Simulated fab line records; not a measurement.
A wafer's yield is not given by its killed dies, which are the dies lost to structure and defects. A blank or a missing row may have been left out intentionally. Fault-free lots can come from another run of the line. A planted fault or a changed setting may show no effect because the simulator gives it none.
Chamber matching / flow sky130 / SKY_FIELD_ISO_ETCH_17 on rie-si-02: 4 sister chambers
The step etches Si in HBr/Cl2/O2, target depth 342 nm, time 97.7 s. 8 wafers are shown with their chamber, then 8 later ones without.

WAFERS PAIRED WITH THEIR CHAMBERS
wafer=L079.2; chamber=2; drypump-motor-current-A (A)=5.3; he-backside-leak-sccm (sccm)=2.48
wafer=L079.3; chamber=1; drypump-motor-current-A (A)=5.9; he-backside-leak-sccm (sccm)=2.80
wafer=L082.6; chamber=2; drypump-motor-current-A (A)=5.3; he-backside-leak-sccm (sccm)=2.51
wafer=L083.4; chamber=3; drypump-motor-current-A (A)=5.9; he-backside-leak-sccm (sccm)=2.62
wafer=L088.3; chamber=0; drypump-motor-current-A (A)=5.9; he-backside-leak-sccm (sccm)=2.83
wafer=L088.5; chamber=0; drypump-motor-current-A (A)=5.9; he-backside-leak-sccm (sccm)=2.52
wafer=L088.6; chamber=1; drypump-motor-current-A (A)=5.9; he-backside-leak-sccm (sccm)=2.62
wafer=L091.4; chamber=3; drypump-motor-current-A (A)=5.8; he-backside-leak-sccm (sccm)=2.80

WAFERS WITH NO CHAMBER GIVEN
wafer=L091.5; drypump-motor-current-A (A)=5.9; he-backside-leak-sccm (sccm)=2.55
wafer=L091.6; drypump-motor-current-A (A)=5.9; he-backside-leak-sccm (sccm)=2.69
wafer=L092.1; drypump-motor-current-A (A)=5.9; he-backside-leak-sccm (sccm)=2.45
wafer=L092.4; drypump-motor-current-A (A)=5.9; he-backside-leak-sccm (sccm)=2.67
wafer=L092.6; drypump-motor-current-A (A)=5.3; he-backside-leak-sccm (sccm)=2.42
wafer=L096.3; drypump-motor-current-A (A)=5.9; he-backside-leak-sccm (sccm)=2.63
wafer=L096.4; drypump-motor-current-A (A)=5.3; he-backside-leak-sccm (sccm)=2.58
wafer=L096.5; drypump-motor-current-A (A)=5.9; he-backside-leak-sccm (sccm)=2.59

WHICH CHAMBER EACH ONE RAN IN
wafer=L091.5; from the rows above=can't be placed: 0 or 1 or 3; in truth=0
wafer=L091.6; from the rows above=can't be placed: 0 or 1 or 3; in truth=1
wafer=L092.1; from the rows above=can't be placed: 0 or 1 or 3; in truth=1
wafer=L092.4; from the rows above=can't be placed: 0 or 1 or 3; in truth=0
wafer=L092.6; from the rows above=2; in truth=2
wafer=L096.3; from the rows above=can't be placed: 0 or 1 or 3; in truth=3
wafer=L096.4; from the rows above=2; in truth=2
wafer=L096.5; from the rows above=can't be placed: 0 or 1 or 3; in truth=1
Placed correctly: 2 of 8. Not placeable from these rows: 6 (in 6, the candidates include the true chamber). Placed wrongly: 0.
How it was worked out, from the rows above alone: a wafer's distance from a chamber is the root of the sum, over the readings, of the square of ((its reading less the chamber's mean) divided by the reading's scatter). The wafer belongs to the nearest chamber; if the next one is less than 2 further off, it can't be placed. Each chamber's mean is taken over the wafers shown for it. The scatter: take each reading less its chamber's mean, square it, sum over the shown wafers, divide by the number of wafers less the number of chambers, and take the root.
